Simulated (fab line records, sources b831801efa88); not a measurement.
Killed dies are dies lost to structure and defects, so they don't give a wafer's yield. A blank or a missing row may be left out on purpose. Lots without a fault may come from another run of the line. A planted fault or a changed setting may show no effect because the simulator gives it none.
Chamber matching | flow sky130 | SKY_VIA3_ETCH_15 on rie_diel-04: 4 sister chambers
The step etches SiO2 in C4F8/O2/Ar, stops on TiN, target depth 507 nm, time 78 s. 14 wafers are shown with their chamber, then 7 later ones without.

WAFERS WITH THEIR CHAMBER
wafer  | chamber | oes_product_au (a.u.)
L587.1 | 3       | 0.951
L587.3 | 0       | 0.953
L587.5 | 3       | 0.953
L589.2 | 0       | 0.939
L589.5 | 3       | 0.943
L589.6 | 0       | 0.947
L590.1 | 1       | 0.940
L590.4 | 3       | 0.944
L590.5 | 0       | 0.944
L592.2 | 3       | 0.945
L592.5 | 3       | 0.944
L592.6 | 0       | 0.954
L598.1 | 2       | 0.931
L598.2 | 1       | 0.938

SIGNATURES (means of the wafers above)
reading        | chamber 0 | chamber 1 | chamber 2 | chamber 3 | scatter within a chamber
oes_product_au | 0.94740   | 0.93900   | 0.93100   | 0.94667   | 0.00499
Rule: a wafer's distance from a chamber is the root of the sum, over the readings, of the square of ((its reading less the chamber's mean) divided by the reading's scatter). The wafer belongs to the nearest chamber; if the next one is less than 2 further off, it can't be placed. The scatter: the root of (the sum of the squares of (reading less its chamber's mean) over the shown wafers, divided by (wafers less chambers)).

WAFERS WITHOUT THEIR CHAMBER
wafer  | oes_product_au (a.u.)
L598.3 | 0.946
L599.3 | 0.944
L599.5 | 0.953
L599.6 | 0.942
L602.2 | 0.941
L602.4 | 0.950
L602.5 | 0.947

WHICH CHAMBER EACH WENT THROUGH
wafer  | from the rows above               | in truth
L598.3 | can't be placed: 3 or 0 or 1      | 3
L599.3 | can't be placed: 3 or 0 or 1      | 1
L599.5 | can't be placed: 0 or 3 or 1      | 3
L599.6 | can't be placed: 1 or 3 or 0 or 2 | 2
L602.2 | can't be placed: 1 or 3 or 0 or 2 | 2
L602.4 | can't be placed: 0 or 3 or 1      | 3
L602.5 | can't be placed: 3 or 0 or 1      | 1
Placed correctly: 0 of 7. Can't be placed from these rows: 7 (the true chamber is among the candidates in 7). Placed wrongly: 0.
